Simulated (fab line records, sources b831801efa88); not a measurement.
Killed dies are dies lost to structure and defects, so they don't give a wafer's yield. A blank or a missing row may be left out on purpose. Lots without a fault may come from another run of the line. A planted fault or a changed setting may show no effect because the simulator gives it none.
One fault seen from 2 desks | flow gf180mcu | each desk has only its own numbers; what lay behind them comes last

THE METROLOGY DESK
What the gauges read, lot by lot, whatever tool the lot ran on: means of the sampled wafers that have a number. A lot is out of limits, marked OUT, if its mean lies more than 4 standard deviations from the usual mean; the brackets give that distance.
Columns: A = PSD_OVL at GF_PSD_OVL_MEAS_08, usual -0.3 nm; B = CONTACT_CVD_02_THK at GF_CONTACT_THK_MEAS_03, usual 857 nm
lot  | first seen here | A    | B
L264 | day 14 19:47    | 0.5  | 852
L265 | day 15 03:43    | -2.1 | 860
L266 | day 15 07:38    | -1.1 | 851
L267 | day 15 20:02    | 1.5  | 863
L269 | day 16 12:56    | -0.6 | 848
L270 | day 16 19:04    | -3.2 | 855
L271 | day 17 02:13    | -1.5 | 853
L272 | day 17 07:44    | 0.1  | 858
L273 | day 17 19:37    | -0.3 | 860
L274 | day 18 00:37    | -0.1 | 851
L280 | day 20 08:32    | 1.2  | 865
L281 | day 20 15:04    | -3.7 | 842
L284 | day 21 13:22    | -0.9 | 857
L285 | day 22 09:27    | 3.0  | 865
This desk's finding: nothing out of limits on any of the 14 lots.

THE TOOL OWNER'S DESK: rtp_anneal-01
The tool's own readings at GF_SALICIDE_RTA_08 (time 30 s): means of the sampled wafers that have a number, for each lot that ran on this tool. A lot is out of limits, marked OUT, if its mean lies more than 4 standard deviations from the usual mean; the brackets give that distance.
Columns: A = lamp_power_pct at GF_SALICIDE_RTA_08, usual 16.6 %; B = wafer_temp_C_max at GF_SALICIDE_RTA_08, usual 803.3
lot  | first seen here | A               | B
L266 | day 16 06:41    | 15.3            | 803.9
L267 | day 16 20:02    | 15.3            | 803.9
L269 | day 17 13:32    | 15.3            | 804.8
L270 | day 17 20:02    | 15.3            | 804.1
L280 | day 21 10:19    | 24.6 (+6.2) OUT | 963.5 (+99 or more) OUT
L281 | day 21 16:24    | 24.6 (+6.2) OUT | 962.5 (+99 or more) OUT
This desk's finding: out of limits on L280, L281; first on L280, day 21 10:19 (lamp_power_pct at GF_SALICIDE_RTA_08). In limits: L266, L267, L269, L270.

PUT TOGETHER
The tool owner's desk could have raised an alarm at day 21 10:19, on L280, L281.
The metrology desk saw nothing out of limits.
The metrology desk has L280, L281 on record, within its limits.
Of the lots named, all ran GF_SALICIDE_RTA_08 on rtp_anneal-01.

WHAT THE SIMULATOR HAD PUT IN
Process parameter drift: rtp_anneal-01, from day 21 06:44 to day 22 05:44, at GF_SALICIDE_RTA_08. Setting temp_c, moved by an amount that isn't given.
Lots struck among those shown: L280, L281.
Hours from the fault's start to each desk's first reading out of limits: the tool owner's desk, 4.
